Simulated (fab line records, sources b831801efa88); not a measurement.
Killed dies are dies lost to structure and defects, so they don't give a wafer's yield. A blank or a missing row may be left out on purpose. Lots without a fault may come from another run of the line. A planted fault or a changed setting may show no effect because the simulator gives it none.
Which tool did it? | flow sky130 | 11 lots, 33 wafers sampled, at 5 steps of a route of 708

WHAT THE GAUGES READ, wafer by wafer
The record holds no reading of a measuring or inspecting step that can be judged against a usual standard deviation.

WHICH TOOL RAN EACH LOT (tool, then ch and the chambers of the sampled wafers, then the start)
lot  | SKY_METAL1_STRIP_20                  | SKY_METAL2_SOFTBAKE_11            | SKY_METAL2_ETCH_18                | SKY_METAL2_METAL_ETCH_19          | SKY_PAD_OPEN_PROBE_99
L743 | plasma_asher-04 ch 0,1, day 32 21:13 | litho_track-01 ch 0, day 34 15:00 | rie_metal-02 ch 0, day 35 05:53   | rie_metal-02 ch 0, day 35 05:56   | -
L745 | plasma_asher-03 ch 0,1, day 33 07:34 | litho_track-03 ch 0, day 35 02:00 | rie_metal-03 ch 1, day 35 14:50   | rie_metal-03 ch 1, day 35 14:53   | -
L746 | plasma_asher-02 ch 0,1, day 33 16:34 | litho_track-03 ch 0, day 35 11:00 | rie_metal-01 ch 0,1, day 35 23:16 | rie_metal-01 ch 0,1, day 35 23:20 | -
L754 | plasma_asher-03 ch 0,1, day 36 12:50 | litho_track-03 ch 0, day 38 06:00 | rie_metal-02 ch 0,1, day 38 19:47 | rie_metal-02 ch 0,1, day 38 19:50 | prober-02, day 48 15:12
L755 | plasma_asher-03 ch 0,1, day 36 16:16 | litho_track-03 ch 0, day 38 09:00 | rie_metal-02 ch 0,1, day 38 23:13 | rie_metal-02 ch 0,1, day 38 23:17 | prober-01, day 48 19:04
L756 | plasma_asher-03 ch 0,1, day 36 23:02 | litho_track-03 ch 0, day 38 16:00 | rie_metal-03 ch 0,1, day 39 05:08 | rie_metal-03 ch 0,1, day 39 05:11 | prober-02, day 48 22:51
L758 | plasma_asher-03 ch 0,1, day 37 16:33 | litho_track-04 ch 0, day 39 08:00 | rie_metal-02 ch 0,1, day 39 21:43 | rie_metal-02 ch 0,1, day 39 21:47 | -
L760 | plasma_asher-04 ch 0,1, day 38 06:40 | litho_track-01 ch 0, day 39 22:00 | rie_metal-02 ch 0,1, day 40 09:44 | rie_metal-02 ch 0,1, day 40 09:47 | prober-02, day 49 20:21
L763 | plasma_asher-04 ch 0,1, day 39 03:58 | litho_track-01 ch 0, day 40 19:00 | rie_metal-02 ch 0,1, day 41 07:41 | rie_metal-02 ch 0,1, day 41 07:44 | -
L764 | plasma_asher-02 ch 0,1, day 39 17:31 | litho_track-01 ch 0, day 41 07:00 | rie_metal-02 ch 0,1, day 41 20:36 | rie_metal-02 ch 0,1, day 41 20:41 | -
L765 | plasma_asher-03 ch 0,1, day 39 21:13 | litho_track-01 ch 0, day 41 11:00 | rie_metal-02 ch 1, day 41 23:35   | rie_metal-02 ch 1, day 41 23:39   | -
- SKY_METAL1_STRIP_20: strips in O2/N2.
- SKY_METAL2_SOFTBAKE_11: time 90 s.
- SKY_METAL2_ETCH_18: etches BARC in N2/H2, stops on SiO2, time 45.9 s, target depth 60 nm.
- SKY_METAL2_METAL_ETCH_19: etches the open film in Cl2/BCl3, stops on SiO2, target depth 360 nm, time 78 s.
- SKY_PAD_OPEN_PROBE_99

WHAT THE TOOLS THEMSELVES READ (means of the sampled wafers that have a number; where no wafer has one, the mark that the record gives instead)
SKY_METAL1_STRIP_20.
lot  | tool            | drypump_motor_current_A (A) | oes_product_au (a.u.) | strip_time_to_endpoint_s (s)
L743 | plasma_asher-04 | 6.13                        | 0.347                 | 2.75
L745 | plasma_asher-03 | 5.57                        | 0.343                 | 2.71
L746 | plasma_asher-02 | 5.96                        | 0.343                 | 2.69
L754 | plasma_asher-03 | 5.56                        | 0.347                 | 2.68
L755 | plasma_asher-03 | 5.58                        | 0.342                 | 2.72
L756 | plasma_asher-03 | 5.57                        | 0.341                 | 2.71
L758 | plasma_asher-03 | 5.59                        | 0.341                 | 2.72
L760 | plasma_asher-04 | 6.13                        | 0.338                 | 2.67
L763 | plasma_asher-04 | 6.18                        | 0.344                 | 2.66
L764 | plasma_asher-02 | 5.79                        | 0.346                 | 2.75
L765 | plasma_asher-03 | 5.59                        | 0.341                 | 2.65

SKY_METAL2_SOFTBAKE_11.
lot  | tool           | run_length_s (s)
L743 | litho_track-01 | 118.89
L745 | litho_track-03 | 119.10
L746 | litho_track-03 | 119.15
L754 | litho_track-03 | 123.05
L755 | litho_track-03 | 123.08
L756 | litho_track-03 | 123.13
L758 | litho_track-04 | 119.35
L760 | litho_track-01 | 118.87
L763 | litho_track-01 | 118.81
L764 | litho_track-01 | 118.80
L765 | litho_track-01 | 118.86

SKY_METAL2_ETCH_18.
lot  | tool         | drypump_motor_current_A (A) | oes_product_au (a.u.) | throttle_valve_pct (%)
L743 | rie_metal-02 | 4.8                         | 0.857                 | 13.223
L745 | rie_metal-03 | 5.0                         | 0.851                 | 13.225
L746 | rie_metal-01 | 5.7                         | 0.856                 | 13.220
L754 | rie_metal-02 | 5.1                         | 0.855                 | 13.219
L755 | rie_metal-02 | 5.4                         | 0.854                 | 13.231
L756 | rie_metal-03 | 5.7                         | 0.855                 | 13.224
L758 | rie_metal-02 | 5.1                         | 0.853                 | 13.224
L760 | rie_metal-02 | 5.4                         | 0.861                 | 13.226
L763 | rie_metal-02 | 5.1                         | 0.856                 | 13.222
L764 | rie_metal-02 | 5.1                         | 0.849                 | 13.221
L765 | rie_metal-02 | 5.7                         | 0.860                 | 13.221

SKY_METAL2_METAL_ETCH_19.
lot  | tool         | drypump_motor_current_A (A) | oes_product_au (a.u.) | throttle_valve_pct (%)
L743 | rie_metal-02 | 4.8                         | 0.856                 | 22.268
L745 | rie_metal-03 | 5.0                         | 0.843                 | 22.261
L746 | rie_metal-01 | 5.7                         | 0.849                 | 22.264
L754 | rie_metal-02 | 5.1                         | 0.860                 | 22.264
L755 | rie_metal-02 | 5.4                         | 0.855                 | 22.268
L756 | rie_metal-03 | 5.7                         | 0.854                 | 22.263
L758 | rie_metal-02 | 5.1                         | 0.862                 | 22.270
L760 | rie_metal-02 | 5.4                         | 0.850                 | 22.257
L763 | rie_metal-02 | 5.1                         | 0.851                 | 22.255
L764 | rie_metal-02 | 5.1                         | 0.848                 | 22.269
L765 | rie_metal-02 | 5.7                         | 0.854                 | 22.253

SKY_PAD_OPEN_PROBE_99.
lot  | tool      | defect_limited_yield (%) | killed_at_M0_to_M3 | killed_at_M4_up | killed_at_contacts | killed_at_front_end | killed_at_other | killed_dies | killed_open | killed_short | sort_bin_3_pad_short (%) | sort_bin_5_function (%) | sort_bin_6_memory (%) | sort_n_pass | sort_yield_pct (%)
L754 | prober-02 | 82.3                     | 45                 | 2.3             | 29                 | 10                  | 0.3             | 87          | 48          | 39           | 0.7                      | 11.2                    | 5.8                   | 405         | 82.3
L755 | prober-01 | 82.1                     | 43                 | 3.7             | 25                 | 15                  | 0.7             | 88          | 46          | 42           | 1.0                      | 10.3                    | 6.6                   | 404         | 82.1
L756 | prober-02 | 83.4                     | 47                 | 2.0             | 21                 | 12                  | 0.3             | 82          | 50          | 31           | 0.9                      | 8.6                     | 7.0                   | 410         | 83.4
L760 | prober-02 | 80.1                     | 46                 | 3.0             | 33                 | 15                  | 0.3             | 98          | 58          | 39           | 1.1                      | 11.8                    | 7.0                   | 394         | 80.1

THE ANSWER, worked out from the rows above alone
Rule: what is usual is taken from the lots themselves. Put in order of their means at a reading, lots are off if they are a third of the lots or fewer, leave a main group of 4 or more, and stand apart from it by a gap of 3 or more times the standard deviation of the main group's means; of several such gaps the widest counts. A main group whose means are all the same, to the digits that the tables above print for the reading, isn't used. A lot without any number at a reading at which 4 lots or more have one is off too. The other lots that the step has rows for count as sound. The gauges are gone through in route order, then the tools' own readings, and for those a lot's mean is taken as printed above. The first step at which some lot is off is used, and at that step the reading that is off furthest; a lot without a number counts as furthest.
Off: L754, L755, L756, at SKY_METAL2_SOFTBAKE_11 (run_length_s). The main group: mean 118.98 s, standard deviation 0.19.
A tool fits if, at that step or a process step before it, it ran every lot that is off, and no sound lot after the first of them. One fits: litho_track-03 at SKY_METAL2_SOFTBAKE_11. Its last sound lot is L746 (day 35 11:00), its first lot that is off L754 (day 38 06:00): a fault that began between those two fits.
The tool's own readings at SKY_METAL2_SOFTBAKE_11 bear it out: on the lots that are off they differ by more than 5 times the standard deviation of the sound lots' means. run_length_s reads 123.09 s there against 118.98 s on the sound lots.

WHAT THE SIMULATOR HAD PUT IN
Process parameter drift: litho_track-03, from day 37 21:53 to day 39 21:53, at SKY_METAL2_SOFTBAKE_11. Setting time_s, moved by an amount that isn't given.
Lots struck among those shown: L754, L755, L756. The rule above found the same.
